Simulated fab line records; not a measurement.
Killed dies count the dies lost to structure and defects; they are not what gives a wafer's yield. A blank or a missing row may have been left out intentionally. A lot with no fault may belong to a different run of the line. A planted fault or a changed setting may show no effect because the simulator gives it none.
Which tool is to blame? ; flow gf180mcu ; 30 wafers from 10 lots sampled at 5 of the route's 602 steps

== WHAT THE GAUGES READ, wafer by wafer ==
GF_MIM_RS_MEAS_10: uses a four-point probe to measure.
lot;measured;on;MIM_ALCU_RS (ohm/sq)
L829;day 26 16:31;film_metro-01;0.1603 0.1601 0.1626
L830;day 27 05:16;film_metro-02;0.1615 0.1595 0.1607
L831;day 27 07:19;film_metro-01;0.1614 0.1596 0.1596
L833;day 28 04:55;film_metro-01;0.1610 0.1600 0.1608
L836;day 28 23:19;film_metro-01;0.1601 0.1632 0.1598
L837;day 29 05:35;film_metro-04;0.1609 0.1614 0.1607
L839;day 29 17:10;film_metro-01;0.1595 0.1600 0.1589
L845;day 31 08:33;film_metro-04;0.1579 0.1571 0.1573
L848;day 32 01:43;film_metro-01;0.1607 0.1629 0.1764
L852;day 32 20:04;film_metro-04;0.1619 0.1598 0.1606

== TOOL THAT RAN EACH LOT (tool first, then ch and the chambers of the sampled wafers, then the start) ==
lot;GF_MIM_SPUTTER_00;GF_MIM_SPUTTER_01;GF_MIM_SPUTTER_04;GF_MIM_SPUTTER_08
L829;pvd_sputter-01, day 26 16:05;pvd_sputter-01, day 26 16:11;pvd_sputter-01, day 26 16:16;pvd_sputter-02, day 26 16:27
L830;pvd_sputter-04, day 27 04:51;pvd_sputter-04, day 27 04:57;pvd_sputter-04, day 27 05:02;pvd_sputter-02, day 27 05:13
L831;pvd_sputter-02, day 27 06:53;pvd_sputter-02, day 27 06:59;pvd_sputter-02, day 27 07:04;pvd_sputter-04, day 27 07:15
L833;pvd_sputter-01, day 28 04:29;pvd_sputter-01, day 28 04:35;pvd_sputter-01, day 28 04:40;pvd_sputter-04, day 28 04:50
L836;pvd_sputter-04, day 28 22:41;pvd_sputter-04, day 28 22:47;pvd_sputter-04, day 28 22:52;pvd_sputter-04, day 28 23:14
L837;pvd_sputter-04, day 29 05:10;pvd_sputter-04, day 29 05:16;pvd_sputter-04, day 29 05:21;pvd_sputter-01, day 29 05:32
L839;pvd_sputter-02, day 29 16:46;pvd_sputter-02, day 29 16:52;pvd_sputter-02, day 29 16:56;pvd_sputter-01, day 29 17:07
L845;pvd_sputter-04, day 31 08:07;pvd_sputter-04, day 31 08:13;pvd_sputter-04, day 31 08:18;pvd_sputter-01, day 31 08:29
L848;pvd_sputter-04, day 32 01:17;pvd_sputter-04, day 32 01:23;pvd_sputter-04, day 32 01:28;pvd_sputter-02, day 32 01:38
L852;pvd_sputter-02, day 32 19:37;pvd_sputter-02, day 32 19:43;pvd_sputter-02, day 32 19:47;pvd_sputter-04, day 32 19:58
- GF_MIM_SPUTTER_00: material Ti, target thk 37.5 nm, time 150 s.
- GF_MIM_SPUTTER_01: material TiN, target thk 30 nm, time 25 s.
- GF_MIM_SPUTTER_04: material TiN, target thk 50 nm, time 41.7 s.
- GF_MIM_SPUTTER_08: material AlCu, target thk 200 nm, time 10.6 s.

== THE ANSWER, worked out from the rows above alone ==
Rule: the usual values come from the lots themselves. Put in order of their means at a reading, lots are off if they are a third of the lots or fewer, leave a main group of 4 or more, and stand apart from it by a gap of 3 or more times the standard deviation of the main group's means; of several such gaps the widest counts. A main group is skipped when, at the precision printed for the reading in the tables above, its means are all equal. A lot without any number at a reading at which 4 lots or more have one is off too. Any other lot the step has rows for is counted as sound.
Off: at GF_MIM_RS_MEAS_10 (MIM_ALCU_RS), L848. The main group: mean 0.1602 ohm/sq, standard deviation 0.0011.
A tool fits if, at a process step before that reading, it ran every lot that is off, and no sound lot after the first of them. Gauges at GF_MIM_RS_MEAS_10: tried the same way as those tools. Can't be told from this: 3 tools fit, pvd_sputter-04 at GF_MIM_SPUTTER_00 and GF_MIM_SPUTTER_01 and GF_MIM_SPUTTER_04, pvd_sputter-02 at GF_MIM_SPUTTER_08, film_metro-01 at GF_MIM_RS_MEAS_10.

== WHAT HAD BEEN PUT IN BY THE SIMULATOR ==
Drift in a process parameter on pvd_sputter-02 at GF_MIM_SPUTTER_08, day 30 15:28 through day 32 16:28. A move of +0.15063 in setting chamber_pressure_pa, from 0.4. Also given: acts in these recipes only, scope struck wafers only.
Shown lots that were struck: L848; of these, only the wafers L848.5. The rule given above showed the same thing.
